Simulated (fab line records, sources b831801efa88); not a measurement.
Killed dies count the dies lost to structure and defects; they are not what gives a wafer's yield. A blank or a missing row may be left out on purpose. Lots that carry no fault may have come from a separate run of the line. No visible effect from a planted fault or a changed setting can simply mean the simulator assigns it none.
A lot that was struck, set against a sound lot    flow sky130    15 steps out of a route of 708
Sound: the wafers L201.2, L201.3, L201.4. Wafers L214.1, L214.2, L214.3 were the ones struck. Last of all comes the cause.
Per side, at each step with rows, come the tool, then ch with its chambers, and then its first start. Under that, the readings that differ: sound wafers    struck wafers    difference of the means    sigmas: that difference in standard deviations of wafers without a fault.
alike: same words and numbers on both sides, and readings whose means sit less than 2 such deviations apart. not compared: any withheld reading, any reading some wafer has no value for, any bound like >300 that may hide the same value, and any number with overlapping values for which the record gives no deviation.
A row with sigmas, a row that says differs or no value, or rows on one side alone: a step with any of these is where the two part. Numbers that have no deviation but don't overlap get no sigmas and don't part them. A reading that every wafer of one side lacks parts them only if that side has two wafers or more.

first, 3 steps without rows for these wafers: SKY_CONTACT_STRIP_20 (strips in post etch residue remover, time 1200 s); SKY_CONTACT_CLEAN_21 (cleans in IPA, time 180 s); SKY_CONTACT_CLEAN_22 (cleans in O3/DIW).
SKY_CONTACT_SPUTTER_23: material TiN, target thk 20 nm, time 80 s.
  sound on pvdSputter-03, day 34 01:41; struck on pvdSputter-04, day 37 18:52
  alike: cathodeDcPowerW, chamberPressurePa, throttleValvePct
SKY_CONTACT_CVD_24: deposits W, target thk 340 nm, time 102.12 s.
  sound on cvdW-01 ch 0,1, day 34 01:45; struck on cvdW-02 ch 0,1, day 37 18:56
  alike: chamberPressureTorr, heaterPowerW, susceptorTempC
SKY_CONTACT_RS_MEAS_25: measurement is done with a four-point probe.
  sound on filmMetro-04, day 34 01:53; struck on filmMetro-04, day 37 19:02
  alike: CONTACT_W_RS
SKY_CONTACT_THK_MEAS_26: measures by xrf.
  sound on filmMetro-04, day 34 01:59; struck on filmMetro-04, day 37 19:10
  alike: CONTACT_W_THK
SKY_CONTACT_CMP_27: polishes, stops on SiO2, t overpolish 15 s, target thk 0 nm.
  sound on cmp-02 ch 0,1,2, day 34 02:02; struck on cmp-02 ch 0,2,3, day 37 19:23
  alike: motorCurrentA, overpolishRunS, timeToEndpointS
SKY_METAL1_SPUTTER_00: material Ti, target thk 15 nm, time 10 s.
  sound on pvdSputter-04, day 34 02:20; struck on pvdSputter-04, day 37 19:41
reading                 sound                 struck                difference  sigmas
chamberPressurePa (Pa)  0.4003 0.4011 0.4000  0.3994 0.3985 0.3987  -0.0016     -2
  alike: cathodeDcPowerW, throttleValvePct
then, 1 step without rows for these wafers: SKY_METAL1_SPUTTER_01 (material TiN, target thk 20 nm, time 16.7 s).
SKY_METAL1_SPUTTER_02: material AlCu, target thk 250 nm, time 13.3 s.
  sound on pvdSputter-04, day 34 02:23; struck on pvdSputter-04, day 37 19:44
  alike: cathodeDcPowerW, chamberPressurePa, throttleValvePct
then, 1 step without rows for these wafers: SKY_METAL1_SPUTTER_03 (material Ti, target thk 5 nm, time 3.3 s).
SKY_METAL1_SPUTTER_04: material TiN, target thk 70 nm, time 58.3 s.
  sound on pvdSputter-04, day 34 02:26; struck on pvdSputter-04, day 37 19:46
  no value came back on the struck wafers for cathodeDcPowerW (W), chamberPressurePa (Pa), throttleValvePct (%); on the sound wafers cathodeDcPowerW (W) reads 6501.4 6498.8 6501.9
SKY_METAL1_THK_MEAS_06: measures by xrf.
  sound on filmMetro-03, day 34 02:37; struck on filmMetro-01, day 37 19:56
reading               sound        struck       difference  sigmas
METAL1_ALCU_THK (nm)  256 255 256  293 292 293  +37         +11
then, 1 step without rows for these wafers: SKY_METAL1_DEHYDRATE_07 (time 60 s).

== WHERE THEY PART ==
Last at SKY_METAL1_THK_MEAS_06 as far as this record goes, first at SKY_METAL1_SPUTTER_00.

WHY: what the simulator had put in
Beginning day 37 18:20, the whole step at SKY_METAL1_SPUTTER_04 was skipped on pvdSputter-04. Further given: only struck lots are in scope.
